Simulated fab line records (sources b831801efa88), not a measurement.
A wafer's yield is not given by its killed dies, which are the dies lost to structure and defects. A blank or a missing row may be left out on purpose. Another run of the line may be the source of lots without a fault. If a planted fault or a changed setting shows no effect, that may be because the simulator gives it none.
Which tool did it? + flow sky130 + 24 lots, 72 wafers sampled, at 5 steps of a route of 708

## WHAT EACH GAUGE READ, for each wafer
SKY_POLY_GATE_CD_MEAS_13: target cd 150 nm.
| lot  | measured     | on        | cd-nm (nm)        |
|------|--------------|-----------|-------------------|
| L074 | day 16 11:47 | cd-sem-01 | 149.7 149.5 151.1 |
| L075 | day 16 20:05 | cd-sem-02 | 149.6 149.8 150.2 |
| L076 | day 17 05:27 | cd-sem-02 | 150.3 150.9 151.4 |
| L077 | day 17 07:13 | cd-sem-01 | 152.1 152.6 152.4 |
| L079 | day 17 15:44 | cd-sem-01 | 151.6 150.7 150.3 |
| L078 | day 18 01:32 | cd-sem-02 | 150.4 150.0 148.9 |
| L080 | day 18 13:29 | cd-sem-02 | 149.4 150.0 148.3 |
| L081 | day 19 02:17 | cd-sem-01 | 149.6 150.1 151.9 |
| L082 | day 20 03:25 | cd-sem-01 | 150.2 149.6 150.4 |
| L083 | day 20 03:44 | cd-sem-01 | 151.0 150.3 151.1 |
| L084 | day 20 16:44 | cd-sem-01 | 151.4 150.4 151.0 |
| L087 | day 25 07:24 | cd-sem-02 | 150.6 152.0 150.5 |
| L089 | day 25 07:47 | cd-sem-02 | 150.9 150.4 151.0 |
| L086 | day 25 08:08 | cd-sem-01 | 150.2 152.2 150.4 |
| L093 | day 25 08:20 | cd-sem-02 | 150.5 150.1 150.4 |
| L088 | day 25 08:31 | cd-sem-01 | 151.3 151.5 149.9 |
| L085 | day 25 08:33 | cd-sem-02 | 150.2 148.7 150.3 |
| L095 | day 25 08:50 | cd-sem-01 | 150.1 149.9 150.5 |
| L090 | day 25 08:53 | cd-sem-02 | 149.0 148.2 149.1 |
| L091 | day 25 09:17 | cd-sem-02 | 150.4 149.6 150.3 |
| L094 | day 25 09:30 | cd-sem-01 | 149.9 148.7 148.6 |
| L092 | day 25 09:37 | cd-sem-02 | 151.4 151.0 150.9 |
| L097 | day 25 09:50 | cd-sem-01 | 151.5 150.8 150.7 |
| L096 | day 25 10:00 | cd-sem-01 | 151.1 151.4 151.4 |

SKY_VIA1_THK_MEAS_01.
| lot  | measured     | on            | VIA1_HDPCVD_THK (nm) |
|------|--------------|---------------|----------------------|
| L074 | day 34 01:03 | film-metro-03 | 1013 1019 1013       |
| L075 | day 34 00:05 | film-metro-03 | 1016 1032 1036       |
| L076 | day 34 02:01 | film-metro-03 | 1006 1012 1023       |
| L077 | day 34 01:16 | film-metro-04 | 1012 1020 1006       |
| L079 | day 34 00:56 | film-metro-04 | 1036 1014 1015       |
| L078 | day 34 01:55 | film-metro-02 | 1010 996 1027        |
| L080 | day 34 02:20 | film-metro-02 | 1050 1014 1035       |
| L081 | day 34 05:29 | film-metro-03 | 1018 1028 1022       |
| L082 | day 35 08:56 | film-metro-04 | 1031 1050 1038       |
| L083 | day 35 11:08 | film-metro-04 | 1033 1011 1041       |
| L084 | day 35 17:14 | film-metro-03 | 1005 1006 1032       |
| L087 | day 40 09:01 | film-metro-02 | 1025 1006 1022       |
| L089 | day 40 08:43 | film-metro-04 | 1036 1039 1037       |
| L086 | day 40 05:43 | film-metro-02 | 1039 1022 1024       |
| L093 | day 40 09:26 | film-metro-03 | 1027 1033 1036       |
| L088 | day 40 10:25 | film-metro-04 | 1047 1031 1058       |
| L085 | day 40 10:45 | film-metro-02 | 1024 1027 1019       |
| L095 | day 40 11:05 | film-metro-04 | 1014 1008 1015       |
| L090 | day 40 12:54 | film-metro-04 | 1028 1018 1031       |
| L091 | day 40 11:28 | film-metro-03 | 1033 1021 1026       |
| L094 | day 40 13:04 | film-metro-03 | 1020 992 1003        |
| L092 | day 40 15:52 | film-metro-04 | 1027 1032 1026       |
| L097 | day 40 14:34 | film-metro-02 | 1025 1036 1021       |
| L096 | day 40 14:17 | film-metro-02 | 1024 1025 1034       |

SKY_METAL2_THK_MEAS_06: measures by xrf.
| lot  | measured     | on            | METAL2_ALCU_THK (nm) |
|------|--------------|---------------|----------------------|
| L074 | day 35 04:49 | film-metro-03 | 243 243 242          |
| L075 | day 35 03:31 | film-metro-03 | 247 244 245          |
| L076 | day 35 06:04 | film-metro-03 | 252 247 248          |
| L077 | day 35 04:56 | film-metro-01 | 252 254 252          |
| L079 | day 35 04:34 | film-metro-02 | 249 251 247          |
| L078 | day 35 05:53 | film-metro-02 | 248 247 244          |
| L080 | day 35 06:43 | film-metro-03 | 249 250 248          |
| L081 | day 35 09:22 | film-metro-03 | 247 245 247          |
| L082 | day 36 13:10 | film-metro-02 | 249 248 251          |
| L083 | day 36 15:13 | film-metro-03 | 253 253 251          |
| L084 | day 36 21:23 | film-metro-01 | 251 254 255          |
| L087 | day 41 10:31 | film-metro-02 | 251 253 252          |
| L089 | day 41 10:16 | film-metro-03 | 252 248 250          |
| L086 | day 41 07:27 | film-metro-01 | 248 250 249          |
| L093 | day 41 11:43 | film-metro-01 | 252 250 252          |
| L088 | day 41 12:05 | film-metro-02 | 249 247 247          |
| L085 | day 41 12:26 | film-metro-01 | 252 255 251          |
| L095 | day 41 13:20 | film-metro-01 | 248 250 248          |
| L090 | day 41 15:14 | film-metro-01 | 255 252 246          |
| L091 | day 41 13:46 | film-metro-03 | 255 252 256          |
| L094 | day 41 15:21 | film-metro-03 | 244 251 247          |
| L092 | day 41 18:03 | film-metro-02 | 250 247 248          |
| L097 | day 41 16:59 | film-metro-03 | 254 253 252          |
| L096 | day 41 16:23 | film-metro-03 | 253 252 246          |

SKY_METAL3_CD_MEAS_13: target cd 300 nm.
| lot  | measured     | on        | cd-nm (nm)        |
|------|--------------|-----------|-------------------|
| L074 | day 39 12:38 | cd-sem-02 | 300.2 298.6 298.3 |
| L075 | day 39 11:14 | cd-sem-02 | 298.8 299.1 299.0 |
| L076 | day 39 14:36 | cd-sem-01 | 299.3 299.4 299.4 |
| L077 | day 39 13:28 | cd-sem-02 | 299.7 298.1 299.1 |
| L079 | day 39 12:17 | cd-sem-02 | 301.3 301.4 302.1 |
| L078 | day 39 13:56 | cd-sem-01 | 302.0 302.1 301.4 |
| L080 | day 39 14:59 | cd-sem-02 | 301.9 301.5 301.6 |
| L081 | day 39 16:32 | cd-sem-01 | 300.9 301.3 302.3 |
| L082 | day 40 18:52 | cd-sem-01 | 299.3 297.6 298.6 |
| L083 | day 40 19:56 | cd-sem-02 | 297.7 297.2 298.1 |
| L084 | day 41 01:30 | cd-sem-02 | 301.8 300.3 300.1 |
| L087 | day 45 08:27 | cd-sem-01 | 300.4 300.9 300.5 |
| L089 | day 45 08:23 | cd-sem-02 | 299.5 299.8 299.3 |
| L086 | day 45 04:44 | cd-sem-01 | 299.7 299.1 299.5 |
| L093 | day 45 08:44 | cd-sem-02 | 300.2 299.9 300.8 |
| L088 | day 45 08:47 | cd-sem-01 | 301.4 300.1 299.6 |
| L085 | day 45 09:55 | cd-sem-01 | 298.9 297.9 299.1 |
| L095 | day 45 11:02 | cd-sem-02 | 299.1 299.0 298.9 |
| L090 | day 45 15:50 | cd-sem-02 | 297.9 299.3 299.1 |
| L091 | day 45 14:06 | cd-sem-01 | 301.6 301.6 301.9 |
| L094 | day 45 16:21 | cd-sem-02 | 300.0 300.5 301.8 |
| L092 | day 45 20:17 | cd-sem-02 | 298.2 298.1 298.3 |
| L097 | day 45 18:05 | cd-sem-01 | 299.1 299.1 297.9 |
| L096 | day 45 17:46 | cd-sem-01 | 299.2 298.6 300.2 |

## TOOL THAT RAN EACH LOT (tool first, then ch and the chambers of the sampled wafers, then the start)
| lot  | SKY_VIA2_CMP_24               |
|------|-------------------------------|
| L074 | cmp-02 ch 0,3, day 37 10:55   |
| L075 | cmp-01 ch 0,2,3, day 37 09:38 |
| L076 | cmp-01 ch 1,2,3, day 37 12:58 |
| L077 | cmp-01 ch 1,2,3, day 37 11:09 |
| L079 | cmp-01 ch 0,3, day 37 10:38   |
| L078 | cmp-01 ch 0,2,3, day 37 12:36 |
| L080 | cmp-02 ch 0,1,3, day 37 13:19 |
| L081 | cmp-02 ch 0,1, day 37 16:01   |
| L082 | cmp-02 ch 0,2,3, day 38 17:54 |
| L083 | cmp-01 ch 1,2,3, day 38 18:39 |
| L084 | cmp-02 ch 0,3, day 39 00:42   |
| L087 | cmp-01 ch 0,3, day 43 11:30   |
| L089 | cmp-02 ch 0,1,3, day 43 09:54 |
| L086 | cmp-01 ch 0,1,2, day 43 07:01 |
| L093 | cmp-01 ch 0,1,3, day 43 12:44 |
| L088 | cmp-02 ch 0,3, day 43 12:48   |
| L085 | cmp-01 ch 0,1, day 43 13:37   |
| L095 | cmp-01 ch 0,2,3, day 43 14:39 |
| L090 | cmp-01 ch 1,2, day 43 16:51   |
| L091 | cmp-02 ch 1,2,3, day 43 15:36 |
| L094 | cmp-01 ch 1,3, day 43 17:10   |
| L092 | cmp-01 ch 0,2,3, day 43 20:54 |
| L097 | cmp-01 ch 2,3, day 43 19:01   |
| L096 | cmp-02 ch 1,2, day 43 18:55   |
- SKY_VIA2_CMP_24: polishes, stops on SiO2, t overpolish 20 s, target thk 0 nm.

## AS READ BY THE TOOLS THEMSELVES (means over the sampled wafers that have a number; for cases with no such wafer, the mark the record gives instead)
SKY_VIA2_CMP_24.
| lot  | tool   | motor-current-A (A) | overpolish-run-s (s) | retaining-ring-pressure-frac | time-to-endpoint-s (s) |
|------|--------|---------------------|----------------------|------------------------------|------------------------|
| L074 | cmp-02 | 9.8                 | 19.998               | 1.003                        | 106                    |
| L075 | cmp-01 | 11.7                | 19.999               | 1.000                        | 104                    |
| L076 | cmp-01 | 11.5                | 20.005               | 1.001                        | 102                    |
| L077 | cmp-01 | 11.7                | 20.003               | 1.001                        | 104                    |
| L079 | cmp-01 | 10.7                | 19.994               | 0.997                        | 103                    |
| L078 | cmp-01 | 11.6                | 19.990               | 1.000                        | 105                    |
| L080 | cmp-02 | 9.8                 | 20.006               | 1.006                        | 106                    |
| L081 | cmp-02 | 10.1                | 19.999               | 1.007                        | 103                    |
| L082 | cmp-02 | 10.9                | 20.005               | 0.998                        | 101                    |
| L083 | cmp-01 | 11.7                | 19.992               | 0.999                        | 102                    |
| L084 | cmp-02 | 9.5                 | 20.003               | 1.000                        | 101                    |
| L087 | cmp-01 | 11.2                | 20.000               | 0.999                        | 106                    |
| L089 | cmp-02 | 9.8                 | 20.002               | 1.000                        | 104                    |
| L086 | cmp-01 | 10.7                | 20.000               | 1.004                        | 100                    |
| L093 | cmp-01 | 10.7                | 19.991               | 0.996                        | 107                    |
| L088 | cmp-02 | 9.6                 | 19.996               | 1.004                        | 96                     |
| L085 | cmp-01 | 10.1                | 20.000               | 1.001                        | 103                    |
| L095 | cmp-01 | 11.6                | 20.008               | 0.999                        | 102                    |
| L090 | cmp-01 | 11.3                | 20.002               | 1.001                        | 101                    |
| L091 | cmp-02 | 11.3                | 19.999               | 0.994                        | 102                    |
| L094 | cmp-01 | 11.7                | 19.997               | 0.997                        | 103                    |
| L092 | cmp-01 | 11.4                | 19.996               | 1.002                        | 103                    |
| L097 | cmp-01 | 12.6                | 19.995               | 0.995                        | 104                    |
| L096 | cmp-02 | 12.8                | 20.000               | 1.002                        | 102                    |

## THE ANSWER, worked out from the rows above alone
Rule: the lots themselves supply what counts as usual. Put in order of their means at a reading, lots are off if they are a third of the lots or fewer, leave a main group of 4 or more, and stand apart from it by a gap of 3 or more times the standard deviation of the main group's means; of several such gaps the widest counts. The tables above print the reading to a certain number of digits; a main group whose means all agree to those digits is not used. Also off: a lot with no number at a reading for which 4 or more lots have one. Any other lot the step has rows for is counted as sound. First the gauges in route order, then the tools' own readings, where a lot's mean is used as printed above. At the first step where some lot is off, the reading lying furthest off is the one used; lots without a number count as furthest.
No lot is off on any of the readings shown, so nothing can be concluded from this.

## WHAT HAD BEEN PUT IN BY THE SIMULATOR
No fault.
